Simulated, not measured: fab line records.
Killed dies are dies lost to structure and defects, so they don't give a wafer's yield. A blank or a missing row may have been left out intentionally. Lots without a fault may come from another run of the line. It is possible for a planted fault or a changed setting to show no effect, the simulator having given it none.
Which tool did it? || flow sky130 || Sampling: 11 lots, 33 wafers, 3 of 708 route steps

== WHAT EACH GAUGE READ, for each wafer ==
SKY_POLY_GATE_THK_MEAS_21.
{"lot": "L404", "measured": "day 16 14:35", "on": "film_metro-04", "POLY_GATE_OXIDATION_THK (nm)": "3.91 3.84 3.96"}
{"lot": "L406", "measured": "day 17 13:53", "on": "film_metro-02", "POLY_GATE_OXIDATION_THK (nm)": "1.90 1.83 1.83"}
{"lot": "L407", "measured": "day 17 23:28", "on": "film_metro-04", "POLY_GATE_OXIDATION_THK (nm)": "1.99 1.90 1.96"}
{"lot": "L416", "measured": "day 21 05:35", "on": "film_metro-03", "POLY_GATE_OXIDATION_THK (nm)": "3.97 4.01 4.05"}
{"lot": "L418", "measured": "day 22 04:43", "on": "film_metro-04", "POLY_GATE_OXIDATION_THK (nm)": "4.15 3.99 4.09"}
{"lot": "L419", "measured": "day 22 07:07", "on": "film_metro-04", "POLY_GATE_OXIDATION_THK (nm)": "3.93 3.97 3.89"}
{"lot": "L421", "measured": "day 22 17:52", "on": "film_metro-03", "POLY_GATE_OXIDATION_THK (nm)": "3.97 4.01 4.01"}
{"lot": "L422", "measured": "day 23 09:10", "on": "film_metro-03", "POLY_GATE_OXIDATION_THK (nm)": "4.08 3.86 3.99"}
{"lot": "L423", "measured": "day 23 20:55", "on": "film_metro-02", "POLY_GATE_OXIDATION_THK (nm)": "4.11 4.16 4.07"}
{"lot": "L424", "measured": "day 24 02:20", "on": "film_metro-04", "POLY_GATE_OXIDATION_THK (nm)": "4.17 4.15 4.10"}
{"lot": "L425", "measured": "day 24 13:56", "on": "film_metro-03", "POLY_GATE_OXIDATION_THK (nm)": "3.92 3.92 3.92"}

== TOOL THAT RAN EACH LOT (tool first, then ch and the chambers of the sampled wafers, then the start) ==
{"lot": "L404", "SKY_POLY_GATE_ETCH_15": "rie_diel-02 ch 0,1, day 16 12:22", "SKY_POLY_GATE_OXIDATION_20": "furnace-02 ch 0, day 16 13:19"}
{"lot": "L406", "SKY_POLY_GATE_ETCH_15": "rie_diel-03 ch 0,1,3, day 17 11:04", "SKY_POLY_GATE_OXIDATION_20": "furnace-02 ch 0, day 17 12:38"}
{"lot": "L407", "SKY_POLY_GATE_ETCH_15": "rie_diel-02 ch 2,3, day 17 20:56", "SKY_POLY_GATE_OXIDATION_20": "furnace-02 ch 0, day 17 22:12"}
{"lot": "L416", "SKY_POLY_GATE_ETCH_15": "rie_diel-01 ch 0,2,3, day 21 03:53", "SKY_POLY_GATE_OXIDATION_20": "furnace-01 ch 0, day 21 04:19"}
{"lot": "L418", "SKY_POLY_GATE_ETCH_15": "rie_diel-01 ch 1,2, day 22 02:35", "SKY_POLY_GATE_OXIDATION_20": "furnace-02 ch 0, day 22 03:27"}
{"lot": "L419", "SKY_POLY_GATE_ETCH_15": "rie_diel-03 ch 1,2, day 22 05:29", "SKY_POLY_GATE_OXIDATION_20": "furnace-02 ch 0, day 22 05:52"}
{"lot": "L421", "SKY_POLY_GATE_ETCH_15": "rie_diel-01 ch 0,1, day 22 16:13", "SKY_POLY_GATE_OXIDATION_20": "furnace-02 ch 0, day 22 16:37"}
{"lot": "L422", "SKY_POLY_GATE_ETCH_15": "rie_diel-01 ch 0,2,3, day 23 07:31", "SKY_POLY_GATE_OXIDATION_20": "furnace-02 ch 0, day 23 07:55"}
{"lot": "L423", "SKY_POLY_GATE_ETCH_15": "rie_diel-01 ch 1,2, day 23 19:13", "SKY_POLY_GATE_OXIDATION_20": "furnace-02 ch 0, day 23 19:40"}
{"lot": "L424", "SKY_POLY_GATE_ETCH_15": "rie_diel-03 ch 2,3, day 24 00:40", "SKY_POLY_GATE_OXIDATION_20": "furnace-01 ch 0, day 24 01:04"}
{"lot": "L425", "SKY_POLY_GATE_ETCH_15": "rie_diel-01 ch 0,1,3, day 24 12:13", "SKY_POLY_GATE_OXIDATION_20": "furnace-02 ch 0, day 24 12:40"}
- SKY_POLY_GATE_ETCH_15: etches BARC in N2/H2, stops on SiO2, time 118.5 s, target depth 110 nm.
- SKY_POLY_GATE_OXIDATION_20: stabilise 600 s, purge 300 s, target thk 4 nm.

== THE ANSWER, worked out from the rows above alone ==
Rule: usual is defined by the lots themselves. Put in order of their means at a reading, lots are off if they are a third of the lots or fewer, leave a main group of 4 or more, and stand apart from it by a gap of 3 or more times the standard deviation of the main group's means; of several such gaps the widest counts. A main group whose means are all the same, to the digits that the tables above print for the reading, isn't used. A lot without any number at a reading at which 4 lots or more have one is off too. All remaining lots with rows at the step are treated as sound.
Off: at SKY_POLY_GATE_THK_MEAS_21 (POLY_GATE_OXIDATION_THK), L406, L407. Mean 4.01 nm and standard deviation 0.081 in the main group.
If a tool, at a process step before that reading, ran all the lots that are off and no sound lot after the first of them, it fits. Gauges at SKY_POLY_GATE_THK_MEAS_21: tried the same way as those tools. Not one of the candidates tried fits.

== WHAT HAD BEEN PUT IN BY THE SIMULATOR ==
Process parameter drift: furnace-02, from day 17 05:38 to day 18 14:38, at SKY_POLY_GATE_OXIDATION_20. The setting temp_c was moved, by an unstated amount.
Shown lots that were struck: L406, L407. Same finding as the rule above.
